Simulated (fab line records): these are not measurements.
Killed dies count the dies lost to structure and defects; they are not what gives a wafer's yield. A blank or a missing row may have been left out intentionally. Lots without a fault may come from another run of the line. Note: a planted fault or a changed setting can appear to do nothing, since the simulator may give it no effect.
Struck lot and sound lot, side by side + flow sky130 + 14 out of 708 route steps
Sound: wafers L608.2, L608.4, L608.5. Wafers L601.4, L601.5, L601.6 were the ones struck. Last of all comes the cause.
For every step that has rows: the tool of each side, followed by ch and its chambers, followed by its first start. Under that, the readings that differ: sound wafers + struck wafers + difference of the means + sigmas: that difference in standard deviations of wafers without a fault.
alike: words and numbers the same on both sides, and readings whose means are apart by under 2 such deviations; not compared: readings that were withheld, readings missing a value for some wafer, numbers with overlapping values and no deviation given by the record, and bounds like >300 which may hide the same value.
A row with sigmas, a row that says differs or no value, or rows on one side alone: a step with any of these is where the two part. Numbers that have no deviation but don't overlap get no sigmas and don't part them. A reading missing from all wafers of one side parts the sides only when that side holds two or more wafers.

SKY_RES_PROTECT_STRIP_07: strips in O2/N2.
  sound on plasma asher-03 ch 0,1, day 22 08:04; struck on plasma asher-04 ch 0,1, day 19 19:46
  alike: drypump motor current A, oes product au, strip time to endpoint s
  not compared: rf hours counter h
SKY_RES_PROTECT_TW_MEAS_08:
  sound on film metro-02 at day 22 08:11; struck on film metro-02 at day 19 19:51
  alike: POLY_GATE_TW
then, 2 steps without rows for these wafers: SKY_RES_PROTECT_CLEAN_09 (cleans in SC1/SC2, time 150 s); SKY_POLY_GATE_CVD_03 (deposits Si3N4 from DCS/NH3, target thk 75 nm, time 1290 s).
SKY_POLY_GATE_THK_MEAS_04:
  sound on film metro-03 at day 22 09:40; struck on film metro-01 at day 19 22:22
| reading                   | sound          | struck         | difference | sigmas |
|---------------------------|----------------|----------------|------------|--------|
| POLY_GATE_CVD_03_THK (nm) | 76.7 76.7 76.7 | 75.4 75.2 75.1 | -1.5       | -2     |
then, 7 steps without rows for these wafers: SKY_POLY_GATE_DEHYDRATE_05 (time 60 s); SKY_POLY_GATE_HMDS_06 (prime time 60 s); SKY_POLY_GATE_COAT_07 (resist thk 110 nm); SKY_POLY_GATE_COAT_08 (resist thk 450 nm); SKY_POLY_GATE_SOFTBAKE_09 (time 90 s); SKY_POLY_GATE_EXPOSE_10 (exposes mask P1M, target cd 150 nm); SKY_POLY_GATE_PEB_11.
SKY_POLY_GATE_DEVELOP_12: develop time 60 s.
  sound on litho track-02 ch 0, day 23 15:00; struck on litho track-03, day 21 05:00
  no value came back on the struck wafers for chill plate temp C (C), develop time s (s); on the sound wafers chill plate temp C (C) reads 22.95 23.02 23.01
| reading                                          | sound             | struck            | difference | sigmas |
|--------------------------------------------------|-------------------|-------------------|------------|--------|
| model.KrF-thick_of_POLY_GATE_COAT_08.thk nm (nm) | 436.8 435.4 433.9 | 450.9 449.5 450.8 | +15.0      |        |
SKY_POLY_GATE_CD_MEAS_13 targets a cd of 150 nm.
  sound on cd sem-02 at day 23 15:40; struck on cd sem-02 at day 21 05:25
| reading    | sound             | struck | difference                    | sigmas |
|------------|-------------------|--------|-------------------------------|--------|
| cd nm (nm) | 149.7 149.1 150.1 | - - -  | no value on the struck wafers |        |

== WHERE THEY PART ==
First at SKY_POLY_GATE_THK_MEAS_04; last, within this record, at SKY_POLY_GATE_CD_MEAS_13.

WHY: what had been put in by the simulator
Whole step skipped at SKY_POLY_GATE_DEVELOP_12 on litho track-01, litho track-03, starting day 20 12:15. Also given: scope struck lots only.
